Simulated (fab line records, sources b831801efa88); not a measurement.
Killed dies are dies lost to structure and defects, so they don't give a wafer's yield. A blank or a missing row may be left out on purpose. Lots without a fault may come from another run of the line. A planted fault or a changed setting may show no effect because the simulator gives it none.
fab line records | flow sky130
record lots=12 wafers=36 last_day=49
route steps=708 shown CONTACT@423 METAL2@502 VIA2@528 VIA3@585 PAD_OPEN@708
lots that met no fault: from a run of the same line without faults
start_h: hours from the record's first day to the start of the lot's first wafer shown | wait_h: hours since the lot's step before | " the same as in the row above | L1.1+2: a row that stands for several wafers | - no value, or no start given | * or withheld: withheld | < > ~ a bound
route shown NAME@n: a module of which the file shows steps, and the number in the route of the first | usual: mean/standard deviation of fault-free wafers | same: alike in all rows | chamber/n: place in a boat | sites: the reading at each site | _std_site: their standard deviation | _edge_site: outer sites' mean less inner sites' | radius_mm: how far each site lies from the wafer's centre | mask NAME#n: copy n | behind: the tool/chamber that last shaped the wafer | hold: why the lot was held/for how many hours/how that ended | device: the transistor (n, p or np) that didn't switch | end of line: the same wafers' tests at the end of the route | a step without rows: its recipe alone | killed: dies lost to structure and defects at the first sort, not the wafer's yield | map: a wafer's dies, x killed, . not, _ none there
set.NAME: the setting as run; set.NAME@STEP: as run at that earlier step | model.NAME: the simulator's own value behind a step, which no gauge read
steps of the route over a sample of lots; a table a step, a row a wafer
services: from which hour (start_h, from the record's first day; less than 0 if before it) a tool's chamber was out of use, for how many hours, and why
## steps
# step SKY_CONTACT_ETCH_17
# recipe target=SiO2 chemistry=C4F8/O2/Ar stop_on=Si3N4 mask_material=KrF-thick source_w=1500 bias_w=1200 pressure_mtorr=40 c4f8_flow_sccm=withheld O2_flow_sccm=6 Ar_flow_sccm=300 time_s=withheld target_depth_a=3400
# usual chamber_pressure_mTorr=40.01/0.038 oes_product_au=0.891/0.0052 rf_fwd_power_W=1489/5.9
# columns lot.wafer tool chamber start_h wait_h chamber_pressure_mTorr oes_product_au rf_fwd_power_W
L654.3 rie_diel-03 0 734.80 0.0 40.05 0.888 1488
L654.5 " 2 " " 39.99 0.889 1499
L654.6 " 1 " " 39.97 0.891 1488
L655.3 rie_diel-01 3 742.87 0.0 39.95 0.882 1491
L655.4 " 2 " " 40.07 0.894 1486
L655.6 " 0 " " 39.99 0.894 1478
L658.1 rie_diel-03 2 786.13 0.0 40.00 0.888 1489
L658.2 " 1 " " 39.99 0.894 1492
L658.4 " 3 " " 40.01 0.882 1488
L657.1 rie_diel-01 3 790.88 0.0 40.03 0.880 1481
L657.4 " 2 " " 39.98 0.890 1493
L657.6 " 0 " " 39.95 0.886 1488
L660.3 rie_diel-03 3 791.35 0.0 39.96 0.888 1491
L660.4 " 1 " " 40.00 0.884 1488
L660.6 " 0 " " 40.01 0.888 1487
L662.4 rie_diel-02 2 831.98 0.0 40.06 0.895 1490
L662.5 " 3 " " 40.06 0.891 1483
L662.6 " 0 " " 40.00 0.890 1499
L663.4 rie_diel-03 1 832.31 0.0 39.98 0.887 1496
L663.5 " 0 " " 40.09 0.897 1497
L663.6 " 1 " " 40.03 0.896 1499
L664.1 rie_diel-01 3 837.93 0.0 40.04 0.892 1485
L664.2 " 2 " " 40.09 0.902 1483
L664.6 " 2 " " 40.01 0.898 1488
L666.1 rie_diel-03 0 838.21 0.0 40.04 0.892 1488
L666.3 " 2 " " 40.05 0.889 1502
L666.5 " 2 " " 40.02 0.892 1502
L667.2 rie_diel-02 1 845.46 0.0 39.99 0.891 1485
L667.3 " 2 " " 40.04 0.897 1496
L667.5 " 3 " " 40.03 0.885 1488
L673.3 rie_diel-03 3 879.48 0.0 40.05 0.898 1492
L673.4 " 0 " " 40.05 0.891 1487
L673.5 " 2 " " 39.91 0.896 1501
L672.2 rie_diel-03 0 884.61 0.0 40.02 0.895 1499
L672.4 " 2 " " 39.98 0.884 1495
L672.6 " 0 " " 40.02 0.894 1491
# step SKY_METAL2_METAL_ETCH_19
# recipe target_depth_a=3600 stop_on=SiO2 over_etch_frac=0.3 time_s=78 chemistry=Cl2/BCl3 resist_sidewall_deg=88 pressure_mtorr=10 icp_w=900 bias_w=48.5 Cl2_flow_sccm=60 bcl3_flow_sccm=30
# usual chamber_pressure_mTorr=9.999/0.0083 drypump_motor_current_A=5.7/0.31 oes_product_au=0.854/0.0061 rf_fwd_power_W=893.4/3 throttle_valve_pct=22.264/0.01
# columns lot.wafer tool chamber start_h wait_h chamber_pressure_mTorr drypump_motor_current_A oes_product_au rf_fwd_power_W rf_hours_counter_h throttle_valve_pct
L654.3 rie_metal-02 0 820.76 0.1 9.989 5.8 0.846 893.3 - 22.253
L654.5 " 1 " " 9.985 5.1 0.862 895.7 - 22.247
L654.6 " 0 " " 9.989 5.8 0.851 895.4 - 22.275
L655.3 rie_metal-04 1 827.99 0.1 9.998 5.9 0.843 893.3 - 22.267
L655.4 " 0 " " 9.996 5.7 0.854 898.4 - 22.263
L655.6 " 1 " " 10.003 5.9 0.849 893.6 - 22.274
L658.1 rie_metal-02 1 869.76 0.0 9.996 5.1 0.854 893.7 18 22.243
L658.2 " 0 " " 9.989 5.8 0.854 888.6 14 22.258
L658.4 " 1 " " 10.006 5.1 0.853 895.6 - 22.266
L657.1 rie_metal-01 1 876.03 0.0 9.986 5.2 0.864 893.6 10 22.253
L657.4 " 0 " " 10.006 5.8 0.851 892.1 - 22.276
L657.6 " 1 " " 10.007 5.2 0.848 890.5 - 22.263
L660.3 rie_metal-02 1 876.71 0.1 10.007 5.0 0.862 894.0 - 22.256
L660.4 " 0 " " 9.989 5.8 0.851 892.4 - 22.257
L660.6 " 1 " " 9.995 5.0 0.854 894.5 - 22.264
L662.4 rie_metal-04 1 915.89 0.1 10.009 5.9 0.860 895.8 - 22.267
L662.5 " 1 " " 9.975 5.9 0.855 895.3 - 22.272
L662.6 " 1 " " 9.996 5.9 0.860 894.4 - 22.254
L663.4 rie_metal-02 0 916.69 0.1 9.992 5.8 0.854 891.1 - 22.264
L663.5 " 0 " " 9.995 5.8 0.856 889.1 - 22.261
L663.6 " 1 " " 9.992 5.1 0.857 889.2 - 22.247
L664.1 rie_metal-04 0 919.88 0.0 10.000 5.7 0.847 897.5 0 22.265
L664.2 " 1 " " 9.985 5.9 0.850 897.2 14 22.267
L664.6 " 1 " " 9.996 5.9 0.846 894.8 - 22.272
L666.1 rie_metal-01 0 921.16 0.1 10.005 5.8 0.855 895.1 5 22.281
L666.3 " 0 " " 9.996 5.8 0.855 891.3 - 22.276
L666.5 " 0 " " 9.993 5.8 0.855 896.5 - 22.258
L667.2 rie_metal-04 1 928.18 0.0 9.993 5.9 0.853 897.8 14 22.261
L667.3 " 1 " " 10.006 5.9 0.848 893.3 - 22.259
L667.5 " 0 " " 10.003 5.7 0.857 894.4 - 22.270
L673.3 rie_metal-01 0 959.70 0.1 10.009 5.8 0.863 897.3 - 22.256
L673.4 " 1 " " 10.005 5.2 0.847 885.8 - 22.255
L673.5 " 0 " " 10.016 5.8 0.848 896.1 - 22.255
L672.2 rie_metal-04 0 962.61 0.0 9.997 5.7 0.858 897.8 2 22.246
L672.4 " 1 " " 10.002 5.9 0.854 896.9 - 22.265
L672.6 " 1 " " 10.002 5.9 0.851 895.2 - 22.265
# step SKY_VIA2_CVD_21
# recipe material=W target_thk_nm=420 time_s=126.4 temp_c=400 pressure_torr=40
# usual heater_power_w=838/61
# columns lot.wafer tool chamber start_h wait_h heater_power_w
L654.3 cvd_w-02 0 850.74 0.1 844
L654.5 " 0 " " 846
L654.6 " 1 " " 877
L655.3 cvd_w-02 1 856.51 0.1 843
L655.4 " 0 " " 846
L655.6 " 1 " " 857
L658.1 cvd_w-01 0 898.54 0.0 803
L658.2 " 1 " " 950
L658.4 " 0 " " 787
L657.1 cvd_w-02 0 903.97 0.0 831
L657.4 " 1 " " 886
L657.6 " 1 " " 887
L660.3 cvd_w-01 1 905.32 0.1 928
L660.4 " 0 " " 803
L660.6 " 0 " " 769
L662.4 cvd_w-02 0 942.99 0.1 813
L662.5 " 0 " " 816
L662.6 " 1 " " 767
L663.4 cvd_w-01 0 943.77 0.1 795
L663.5 " 0 " " 801
L663.6 " 1 " " 935
L664.1 cvd_w-01 1 946.88 0.0 930
L664.2 " 0 " " 794
L664.6 " 1 " " 949
L666.1 cvd_w-02 0 947.60 0.0 818
L666.3 " 1 " " 805
L666.5 " 0 " " 814
L667.2 cvd_w-02 1 954.74 0.0 788
L667.3 " 1 " " 784
L667.5 " 1 " " 794
L673.3 cvd_w-02 1 985.62 0.1 787
L673.4 " 0 " " 818
L673.5 " 0 " " 793
L672.2 cvd_w-02 1 989.79 0.0 774
L672.4 " 1 " " 799
L672.6 " 0 " " 817
# step SKY_VIA3_CD_MEAS_12
# recipe target_cd_nm=200
# usual cd_nm=200.5/1.7
# columns lot.wafer tool chamber start_h wait_h cd_nm
L654.3 cd_sem-01 - 931.40 - 200.0
L654.5 " - " " 198.7
L654.6 " - " " 198.8
L655.3 cd_sem-01 - 937.15 - 202.4
L655.4 " - " " 200.2
L655.6 " - " " 200.0
L658.1 cd_sem-02 - 974.57 - 199.3
L658.2 " - " " 199.7
L658.4 " - " " 199.3
L657.1 cd_sem-02 - 980.37 - 201.9
L657.4 " - " " 202.7
L657.6 " - " " 202.1
L660.3 cd_sem-02 - 981.82 - 199.6
L660.4 " - " " 200.9
L660.6 " - " " 200.8
L662.4 cd_sem-01 - 1017.09 - 200.8
L662.5 " - " " 200.3
L662.6 " - " " 200.3
L663.4 cd_sem-02 - 1018.23 - 201.7
L663.5 " - " " 201.1
L663.6 " - " " 200.1
L664.1 cd_sem-01 - 1020.91 - 202.8
L664.2 " - " " 202.3
L664.6 " - " " 203.4
L666.1 cd_sem-01 - 1022.06 - 200.5
L666.3 " - " " 200.0
L666.5 " - " " 199.2
L667.2 cd_sem-02 - 1028.13 - 202.9
L667.3 " - " " 202.9
L667.5 " - " " 203.8
L673.3 cd_sem-02 - 1056.82 - 200.3
L673.4 " - " " 200.5
L673.5 " - " " 198.9
L672.2 cd_sem-02 - 1061.58 - 198.6
L672.4 " - " " 197.8
L672.6 " - " " 199.4
# step SKY_PAD_OPEN_PROBE_99
# usual defect_limited_yield=82.8/1.9 killed_at_M0_to_M3=43/7.5 killed_at_M4_up=2.8/1.8 killed_at_contacts=24/5.3 killed_at_front_end=14/4.2 killed_at_other=0.3/0.54 killed_dies=84/9.4 killed_open=46/7.1 killed_short=38/6.6 sort_bin_3_pad_short=0.8/0.42 sort_bin_5_function=10.1/1.4 sort_bin_6_memory=6.2/1.1 sort_n_pass=408/9.4 sort_yield_pct=82.8/1.9
# same gross_dies=492 killed_at_back_side=0 sort_bin_4_leakage[%]=0 sort_bin_8_speed[%]=0
# columns lot.wafer tool chamber start_h wait_h defect_limited_yield[%] killed_at_M0_to_M3 killed_at_M4_up killed_at_contacts killed_at_front_end killed_at_other killed_dies killed_open killed_short sort_bin_3_pad_short[%] sort_bin_5_function[%] sort_bin_6_memory[%] sort_n_pass sort_yield_pct[%]
L664.1 prober-02 - 1154.13 0.4 85.2 36 1 26 9 1 73 45 27 0.4 8.1 6.3 419 85.2
L664.2 prober-02 - 1154.18 0.4 82.7 41 1 31 12 0 85 50 35 1.6 10.2 5.5 407 82.7
L664.6 prober-02 - 1154.38 0.5 84.3 42 2 19 14 0 77 51 26 0 8.3 7.3 415 84.3
L673.3 prober-02 - 1181.03 0.2 75.6 69 2 34 15 0 120 43 35 1.2 14.4 8.7 372 75.6
L673.4 prober-02 - 1181.08 0.2 79.5 59 2 27 13 0 101 49 33 1.8 11.2 7.5 391 79.5
L673.5 prober-02 - 1181.13 0.2 76.4 71 4 28 13 0 116 49 42 0.8 15.0 7.7 376 76.4
L672.2 prober-01 - 1182.48 0.1 77.0 84 2 17 10 0 113 35 39 1.4 15.2 6.3 379 77.0
L672.4 prober-01 - 1182.58 0.2 74.8 81 3 22 17 1 124 43 36 2.8 15.4 6.9 368 74.8
L672.6 prober-01 - 1182.68 0.2 80.7 51 4 18 22 0 95 40 37 1.0 10.6 7.7 397 80.7
# killed by level:class
L664.1 VIA3:geometric_particle:open=9 CONTACT:geometric_particle:open=9 VIA2:geometric_particle:open=8 CONTACT:geometric_particle:short=7 VIA1:geometric_particle:open=6 LI_CONTACT:geometric_particle:open=5 LI_CONTACT:geometric_particle:short=3 METAL1:geometric_particle:short=3
L664.2 CONTACT:geometric_particle:open=11 VIA2:geometric_particle:open=9 LI_CONTACT:geometric_particle:open=7 METAL2:geometric_particle:short=6 LI_CONTACT:geometric_particle:short=5 LOCAL_INTERCONNECT:geometric_particle:short=5 METAL1:geometric_particle:short=5 VIA1:geometric_particle:open=5
L664.6 VIA1:geometric_particle:open=9 CONTACT:geometric_particle:open=7 VIA2:geometric_particle:open=7 LI_CONTACT:geometric_particle:open=5 VIA3:geometric_particle:open=5 METAL2:geometric_particle:short=5 METAL2:geometric_particle:open=4 FIELD_ISO:geometric_particle:open=3
L673.3 VIA2:unspecified=42 CONTACT:geometric_particle:open=10 LI_CONTACT:geometric_particle:open=9 LI_CONTACT:geometric_particle:short=7 FIELD_ISO:geometric_particle:short=6 VIA1:geometric_particle:open=6 VIA3:geometric_particle:open=6 FIELD_ISO:geometric_particle:open=4
L673.4 VIA2:unspecified=19 VIA3:geometric_particle:open=11 METAL2:geometric_particle:short=9 LI_CONTACT:geometric_particle:open=9 CONTACT:geometric_particle:open=9 FIELD_ISO:geometric_particle:open=7 VIA2:geometric_particle:open=5 FIELD_ISO:geometric_particle:short=4
L673.5 VIA2:unspecified=22 LI_CONTACT:geometric_particle:open=12 VIA1:geometric_particle:open=12 VIA3:geometric_particle:open=9 METAL2:geometric_particle:short=8 FIELD_ISO:geometric_particle:short=6 VIA2:geometric_particle:open=5 FIELD_ISO:geometric_particle:open=4
L672.2 VIA2:unspecified=39 VIA1:geometric_particle:short=7 LI_CONTACT:geometric_particle:open=6 VIA2:geometric_particle:open=6 CONTACT:geometric_particle:short=5 CONTACT:geometric_particle:open=5 METAL1:geometric_particle:short=5 VIA1:geometric_particle:open=5
L672.4 VIA2:unspecified=44 VIA1:geometric_particle:open=10 CONTACT:geometric_particle:open=9 POLY_GATE:geometric_particle:open=7 CONTACT:geometric_particle:short=5 VIA1:geometric_particle:short=5 FIELD_ISO:geometric_particle:short=4 LI_CONTACT:geometric_particle:open=4
L672.6 VIA2:unspecified=18 VIA1:geometric_particle:open=12 LI_CONTACT:geometric_particle:open=7 FIELD_ISO:geometric_particle:short=6 CONTACT:geometric_particle:open=5 VIA1:geometric_particle:short=4 VIA3:geometric_particle:open=4 METAL1:geometric_particle:short=3
## services
# columns tool chamber start_h hours kind
cvd_w-02 - 719.50 2.5 repair
rie_diel-03 1 723.45 1.3 repair
rie_diel-03 3 724.88 8.2 repair
rie_metal-01 0 728.30 4.1 repair
rie_diel-02 1 733.21 1.6 repair
rie_diel-02 1 736.61 48.3 repair
rie_metal-01 0 779.00 39.4 repair
rie_metal-01 1 779.14 12.5 repair
cvd_w-02 - 790.78 0.5 repair
rie_diel-02 2 799.03 5.4 repair
cvd_w-02 - 807.75 1.4 repair
rie_diel-01 0 814.70 4.5 repair
rie_metal-04 - 831.22 2.8 pm
rie_diel-01 0 846.98 7.5 repair
rie_diel-01 - 863.21 0.4 repair
rie_metal-01 0 879.50 2.3 repair
rie_metal-01 0 890.76 28.6 repair
rie_metal-01 1 901.53 36.5 repair
cvd_w-02 - 904.10 14.0 pm
rie_diel-03 - 921.90 1.0 repair
rie_metal-02 - 925.78 2.8 pm
rie_diel-01 - 926.90 15.6 pm
rie_diel-03 3 934.16 25.3 repair
cvd_w-02 - 951.20 0.5 repair
## key
first_sign step=SKY_PAD_OPEN_PROBE_99 reading=killed_at_M0_to_M3 direction=up sigmas=3.5 usual=43 struck=69
effect step=SKY_PAD_OPEN_PROBE_99 reading=defect_limited_yield direction=down sigmas=2.9 usual=82.8 struck=77.3 wafers_moved=4
met_at SKY_VIA2_CVD_21
struck_lots L672,L673
not_acting_at SKY_CONTACT_ETCH_17,SKY_METAL2_METAL_ETCH_19,SKY_VIA3_CD_MEAS_12
onset_between 954.74 985.62
also_fits time
fault kind=chamber_particle_source tool=cvd_w-02 chamber=- onset_h=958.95 steps=SKY_VIA2_CVD_21 rate_per_visit_cm2=0.49249
